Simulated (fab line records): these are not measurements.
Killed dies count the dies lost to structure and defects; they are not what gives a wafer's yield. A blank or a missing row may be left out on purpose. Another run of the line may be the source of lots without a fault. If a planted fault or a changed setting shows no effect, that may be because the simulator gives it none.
A single fault, viewed from 2 desks | flow gf180mcu | what lay behind the numbers comes last; until then each desk has only its own

THE METROLOGY DESK
What the gauges read, lot by lot, whatever tool the lot ran on: means of the sampled wafers that have a number. If a lot's mean is further than 4 standard deviations from the usual mean, the lot is out of limits and carries the mark OUT (the distance appears in the brackets).
Columns: A = cd-nm at GF_PSD_CD_MEAS_07, usual 399.4 nm; B = NSD_RS at GF_PSD_RS_MEAS_14, usual 46.16 ohm/sq; C = PSD_RS at GF_PSD_RS_MEAS_15, usual 108.6 ohm/sq; D = cd-nm at GF_SAB_CD_MEAS_09, usual 419.7 nm; E = SAB_OVL at GF_SAB_OVL_MEAS_10, usual 0.9 nm
lot  | first seen here | A     | B                | C                | D     | E
L695 | day 14 05:23    | 398.4 | 46.09            | 108.6            | 416.3 | 1.5
L696 | day 14 14:38    | 401.7 | 46.19            | 108.2            | 420.4 | 2.6
L700 | day 16 03:34    | 400.5 | 45.34 (-9.5) OUT | 106.7 (-5.9) OUT | 420.1 | -1.2
L702 | day 16 20:18    | 401.6 | 44.52 (-19) OUT  | 105.3 (-10) OUT  | 420.1 | -0.6
L703 | day 16 23:22    | 400.7 | 46.14            | 108.4            | 421.8 | 0.7
L707 | day 18 15:43    | 399.3 | 46.11            | 108.3            | 421.1 | 0.2
L709 | day 19 07:47    | 394.9 | 46.09            | 108.5            | 421.2 | 1.7
L713 | day 21 00:28    | 400.2 | 46.10            | 108.6            | 417.5 | 1.5
L714 | day 21 11:37    | 397.5 | 46.22            | 108.8            | 422.4 | -0.4
L715 | day 21 14:14    | 396.7 | 46.13            | 108.6            | 421.2 | 1.9
L716 | day 21 18:08    | 399.1 | 46.11            | 108.6            | 419.0 | -0.0
L717 | day 22 09:10    | 402.5 | 46.06            | 108.3            | 420.2 | 2.4
L718 | day 22 18:59    | 398.3 | 46.16            | 108.3            | 422.2 | 2.9
Finding of this desk: L700, L702 out of limits, first seen on L700 at day 16 04:10 (NSD_RS at GF_PSD_RS_MEAS_14). L695, L696, L703, L707, L709, L713, L714, L715, L716, L717, L718: within limits.

DESK OF THE TOOL OWNER: rtp-anneal-02
At GF_PSD_RTA_13 (time 20 s), the tool's own readings, given per lot that ran on this tool as the mean of the sampled wafers with a number. If a lot's mean is further than 4 standard deviations from the usual mean, the lot is out of limits and carries the mark OUT (the distance appears in the brackets).
Columns: A = lamp-power-pct at GF_PSD_RTA_13, usual 30.8 %; B = run-length-s at GF_PSD_RTA_13, usual 49.0 s; C = wafer_temp_C_max at GF_PSD_RTA_13, usual 1029.5
lot  | first seen here | A    | B               | C
L695 | day 14 05:54    | 33.2 | 48.9            | 1029.0
L696 | day 14 15:09    | 33.1 | 48.8            | 1027.9
L700 | day 16 04:05    | 33.1 | 53.0 (+6.5) OUT | 1029.7
L702 | day 16 20:49    | 33.1 | 57.4 (+13) OUT  | 1028.8
L715 | day 21 14:45    | 33.1 | 49.2            | 1029.3
L717 | day 22 09:41    | 33.1 | 48.9            | 1029.1
L718 | day 22 19:29    | 33.1 | 49.0            | 1029.2
This desk's verdict: out of limits on L700, L702, starting with L700 at day 16 04:05 (run-length-s at GF_PSD_RTA_13). L695, L696, L715, L717, L718: within limits.

ALL TOGETHER
On L700, L702, at day 16 04:05, an alarm was possible from the tool owner's desk.
On L700, L702, the metrology desk was in a position to raise an alarm at day 16 04:10.
All the named lots went through GF_PSD_RTA_13 on rtp-anneal-02.

WHAT THE SIMULATOR HAD PUT IN
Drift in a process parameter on rtp-anneal-02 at GF_PSD_RTA_13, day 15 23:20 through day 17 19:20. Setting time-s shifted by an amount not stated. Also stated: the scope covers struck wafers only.
Struck lots among those shown: L700, L702.
Hours from the fault's start to each desk's first reading out of limits: the tool owner's desk, 5; the metrology desk, 5.
